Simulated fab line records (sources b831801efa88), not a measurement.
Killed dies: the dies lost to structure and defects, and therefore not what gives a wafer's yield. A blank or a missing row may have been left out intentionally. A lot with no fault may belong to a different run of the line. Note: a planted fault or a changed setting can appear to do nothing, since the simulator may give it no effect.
Chamber matching + flow sky130 + 4 sister chambers for SKY_VIA3_ETCH_15 on rie diel-03
The step etches SiO2 in C4F8/O2/Ar, stops on TiN, target depth 507 nm, time 78 s. 4 wafers are shown with their chamber, then 9 later ones without.

## WAFERS, EACH WITH ITS CHAMBER
| wafer  | chamber | oes product au (a.u.) |
|--------|---------|-----------------------|
| L090.3 | 1       | 0.945                 |
| L091.5 | 3       | 0.945                 |
| L093.4 | 0       | 0.948                 |
| L093.5 | 2       | 0.949                 |

## WAFERS WHOSE CHAMBER IS MISSING
| wafer  | oes product au (a.u.) |
|--------|-----------------------|
| L094.2 | 0.946                 |
| L094.3 | 0.948                 |
| L094.6 | 0.940                 |
| L095.2 | 0.952                 |
| L095.3 | 0.944                 |
| L095.6 | 0.953                 |
| L096.4 | 0.939                 |
| L096.5 | 0.948                 |
| L096.6 | 0.942                 |

## WHICH CHAMBER EACH WENT THROUGH
| wafer  | from the rows above               | in truth |
|--------|-----------------------------------|----------|
| L094.2 | can't be placed: 1 or 3 or 0 or 2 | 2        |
| L094.3 | can't be placed: 0 or 2 or 1 or 3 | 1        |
| L094.6 | can't be placed: 1 or 3 or 0 or 2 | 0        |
| L095.2 | can't be placed: 2 or 0 or 1 or 3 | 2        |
| L095.3 | can't be placed: 1 or 3 or 0 or 2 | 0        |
| L095.6 | can't be placed: 2 or 0 or 1 or 3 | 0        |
| L096.4 | can't be placed: 1 or 3 or 0 or 2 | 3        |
| L096.5 | can't be placed: 0 or 2 or 1 or 3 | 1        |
| L096.6 | can't be placed: 1 or 3 or 0 or 2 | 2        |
Correct placement for 0 of the 9. Cannot be placed on the basis of these rows: 9; the candidates contain the true chamber in 9. Wrongly placed: 0.
How it was worked out, from the rows above alone: a wafer's distance from a chamber is the root of the sum, over the readings, of the square of ((its reading less the chamber's mean) divided by the reading's scatter). If the next closest chamber is less than 2 further off than the closest, the wafer can't be placed; otherwise it belongs to the closest. A chamber's mean is the mean of its shown wafers. The scatter: with one shown wafer a chamber, the root of the mean of the squares of how far each hidden wafer lies from its nearest shown one.
